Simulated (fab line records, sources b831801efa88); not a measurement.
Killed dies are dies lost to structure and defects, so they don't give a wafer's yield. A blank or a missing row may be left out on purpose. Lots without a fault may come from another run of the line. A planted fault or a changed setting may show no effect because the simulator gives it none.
Tool commonality check | flow gf180mcu | 14 lots, 42 wafers sampled

WHY IT WAS OPENED
At GF_HV_LDD_RS_MEAS_53 the reading HV_LDD_RS is flagged on 2 of 14 lots. Wafers without a fault read 418.1 ohm/sq, standard deviation 0.84.
Rule: a lot is flagged when every wafer of it that has a number lies more than 4 standard deviations from that mean, or none has a number. The other lots count as sound.

lot  | measured     | on            | HV_LDD_RS (ohm/sq), wafer by wafer | flag
L856 | day 12 09:55 | film_metro-03 | 416.2 416.6 415.5                  |
L857 | day 12 14:50 | film_metro-02 | 418.8 419.2 418.5                  |
L862 | day 14 04:10 | film_metro-03 | 432.9 431.4 432.7                  | FLAGGED
L863 | day 14 17:11 | film_metro-02 | 431.7 432.6 430.7                  | FLAGGED
L865 | day 15 13:01 | film_metro-02 | 418.6 418.4 418.0                  |
L867 | day 16 04:00 | film_metro-03 | 417.5 417.6 416.7                  |
L868 | day 16 10:15 | film_metro-04 | 416.4 417.5 418.0                  |
L872 | day 17 20:19 | film_metro-03 | 419.3 418.6 418.7                  |
L873 | day 18 02:15 | film_metro-03 | 417.0 418.1 418.5                  |
L875 | day 18 19:37 | film_metro-04 | 418.5 418.1 418.2                  |
L876 | day 19 03:09 | film_metro-02 | 417.6 418.2 417.4                  |
L877 | day 19 08:43 | film_metro-04 | 418.8 417.2 418.5                  |
L878 | day 19 19:10 | film_metro-03 | 418.9 418.4 417.5                  |
L879 | day 20 03:35 | film_metro-02 | 418.8 418.1 418.2                  |
The numbers of the flagged lots are 432.0 ohm/sq on average: +13.9 ohm/sq against the usual, or +17 standard deviations.

WHICH TOOL RAN EACH LOT
The record holds 2 process steps before the reading, out of a route of 602 steps. In each cell: the tool, then ch and the chambers that the sampled wafers went through, then the start.
lot  | flag    | GF_HV_LDD_IMPLANT_09            | GF_HV_LDD_STRIP_22
L856 |         | implanter-03 ch 0, day 10 01:25 | plasma_asher-04 ch 0,1, day 10 19:05
L857 |         | implanter-02 ch 0, day 10 05:39 | plasma_asher-04 ch 0,1, day 11 00:11
L862 | FLAGGED | implanter-02 ch 0, day 11 15:07 | plasma_asher-04 ch 0,1, day 12 10:19
L863 | FLAGGED | implanter-02 ch 0, day 12 04:01 | plasma_asher-02 ch 0,1, day 13 00:08
L865 |         | implanter-04 ch 0, day 12 20:52 | plasma_asher-04 ch 0,1, day 13 17:16
L867 |         | implanter-04 ch 0, day 13 10:38 | plasma_asher-04 ch 0,1, day 14 07:41
L868 |         | implanter-03 ch 0, day 13 16:10 | plasma_asher-04 ch 0,1, day 14 13:38
L872 |         | implanter-03 ch 0, day 14 23:44 | plasma_asher-01 ch 0,1, day 15 21:34
L873 |         | implanter-02 ch 0, day 15 04:04 | plasma_asher-04 ch 0,1, day 16 02:49
L875 |         | implanter-03 ch 0, day 15 20:38 | plasma_asher-04 ch 0,1, day 16 19:08
L876 |         | implanter-04 ch 0, day 16 04:44 | plasma_asher-02 ch 0,1, day 17 03:07
L877 |         | implanter-04 ch 0, day 16 08:41 | plasma_asher-04 ch 0,1, day 17 07:31
L878 |         | implanter-03 ch 0, day 16 18:25 | plasma_asher-04 ch 0,1, day 17 17:07
L879 |         | implanter-04 ch 0, day 17 01:43 | plasma_asher-02 ch 0,1, day 18 02:02
What these steps do:
- GF_HV_LDD_IMPLANT_09
- GF_HV_LDD_STRIP_22: strips in O2/N2.
- GF_HV_LDD_RS_MEAS_53: measures by four-point-probe.

FLAGGED OVER TOTAL, TOOL BY TOOL (the gauges that took the reading come last)
step                 | tool            | lots run | flagged | share of the flagged lots | sound lots run after its first flagged lot
GF_HV_LDD_IMPLANT_09 | implanter-02    | 4        | 2       | all                       | 1 (L873)
GF_HV_LDD_IMPLANT_09 | implanter-03    | 5        | 0       | none                      | -
GF_HV_LDD_IMPLANT_09 | implanter-04    | 5        | 0       | none                      | -
GF_HV_LDD_STRIP_22   | plasma_asher-01 | 1        | 0       | none                      | -
GF_HV_LDD_STRIP_22   | plasma_asher-02 | 3        | 1       | some                      | 2 (L876,L879)
GF_HV_LDD_STRIP_22   | plasma_asher-04 | 10       | 1       | some                      | 7 (L865,L867,L868,L873,L875,L877,L878)
GF_HV_LDD_RS_MEAS_53 | film_metro-02   | 5        | 1       | some                      | 3 (L865,L876,L879)
GF_HV_LDD_RS_MEAS_53 | film_metro-03   | 6        | 1       | some                      | 4 (L867,L872,L873,L878)
GF_HV_LDD_RS_MEAS_53 | film_metro-04   | 3        | 0       | none                      | -

WHAT THE TABLE ALLOWS
1 row of the table ran every flagged lot: implanter-02 at GF_HV_LDD_IMPLANT_09.
- implanter-02 at GF_HV_LDD_IMPLANT_09: 2 of its 4 lots flagged. Sound lots ran on it after the first flagged one (L873), which a lasting fault on the whole tool wouldn't allow.
No row of the table ran every flagged lot and no sound lot after the first.

WHAT THE SIMULATOR HAD PUT IN
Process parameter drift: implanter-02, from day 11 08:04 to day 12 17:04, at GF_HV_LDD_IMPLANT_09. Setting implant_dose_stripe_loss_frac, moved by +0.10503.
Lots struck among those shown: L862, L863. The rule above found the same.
